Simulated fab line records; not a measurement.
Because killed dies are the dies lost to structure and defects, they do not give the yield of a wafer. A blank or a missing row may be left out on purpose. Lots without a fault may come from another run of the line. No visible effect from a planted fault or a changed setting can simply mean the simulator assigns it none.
Code-filled problem report in 8D (eight disciplines) form -- flow gf180mcu -- the parts of the form that need people (team, actions taken, sign-off) are left out

## 1. THE PROBLEM
Wafers without a fault read 280.1 nm, standard deviation 1.2; cdNm at GF_POLY_GATE_CD_MEAS_10 reads a mean of 271.8 nm on 6 wafers belonging to 2 lots. That puts it -6.9 standard deviations away from the usual mean.
The step: target cd 280 nm.
First seen on wafer L982.1, day 13 06:56, on cdSem-02. The record holds 42 wafers of 14 lots with a number at this step. By rule, "out" or "out of limits" means more than 4 standard deviations away from the usual mean. All remaining wafers that have a number are taken as sound.

## 2. WHAT IT IS, AND WHAT IT ISN'T
question,is,is not
which readings at this step,cdNm,-
which lots,"L982, L983","L969, L970, L971, L972, L974, L975, L978, L980, L986, L987, L988, L989"
which wafers of those lots,all that have a number,-
read on which gauges,"cdSem-01, cdSem-02",-
when,from day 13 06:56,"up to then (24 sound wafers); but 12 sound wafers of L986, L987, L988, L989 came after"

## 3. SUSPECTS, AND WHAT RULES EACH OUT
Counting: a tool at any process step up to the reading remains a suspect when it ran all the lots that are out and ran no sound lot after the first of those.
- ruled out: the gauge at GF_POLY_GATE_CD_MEAS_10. The wafers that are out were read on 2 gauges (cdSem-01, cdSem-02).
- lithoTrack-04 at GF_POLY_GATE_SOFTBAKE_06 (time 60 s): kept. All lots that are out passed through it, beginning with L982 at day 12 21:00, and no sound lot followed; its final sound lot before that point was L974 at day 10 07:00. Out on those wafers are its own readings of heaterPowerTotalW, plateTempC.
Remaining after the count: lithoTrack-04 at GF_POLY_GATE_SOFTBAKE_06.

## 4. THE CAUSE (what the simulator had put in)
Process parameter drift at GF_POLY_GATE_SOFTBAKE_06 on lithoTrack-04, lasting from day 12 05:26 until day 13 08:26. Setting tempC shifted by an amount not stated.
This tool alone remained once counting was done.

## 5. THE EFFECT CHAIN, in route order
Each row: a reading whose mean over the struck wafers that have a number lies more than 3 standard deviations from the usual. Readings are gone through only where the record gives a usual standard deviation; hours: the median, over the lots, of the time from a lot's start at the first step in this table giving one to that lot's start at this step; sigmas: the change measured in usual standard deviations.
hours,step,reading,usual,on struck wafers,change,sigmas
0,GF_POLY_GATE_SOFTBAKE_06,heaterPowerTotalW,93.06 W,95.43,+2.37,+37
0,GF_POLY_GATE_SOFTBAKE_06,plateTempC,129.98 C,132.60,+2.62,+20
10,GF_POLY_GATE_CD_MEAS_10,cdNm,280.1 nm,271.8,-8.3,-6.9
Here are the process steps it includes:
- GF_POLY_GATE_SOFTBAKE_06: time 60 s.
Later measuring or inspecting steps at which every struck wafer that the step has a row for has a number for every such reading, and none has moved that far: GF_HV_LDD_OVL_MEAS_32.

## 6. HOW IT WOULD HAVE BEEN CAUGHT EARLIER
Counted from the fault's start at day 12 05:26, it took 26 hours until the first out-of-limits reading at a measuring or inspecting step in this record, taken at day 13 06:56.
At GF_POLY_GATE_SOFTBAKE_06, the tool's own readings (heaterPowerTotalW, plateTempC) were out on each struck wafer the step has a row for, so an alarm limit on them would have fired on the first such wafer.
Each of the lots that are out, 2 in all, had begun GF_POLY_GATE_SOFTBAKE_06 on lithoTrack-04 no later than day 13 06:56. Holding the tool at that point would not have protected any of them.
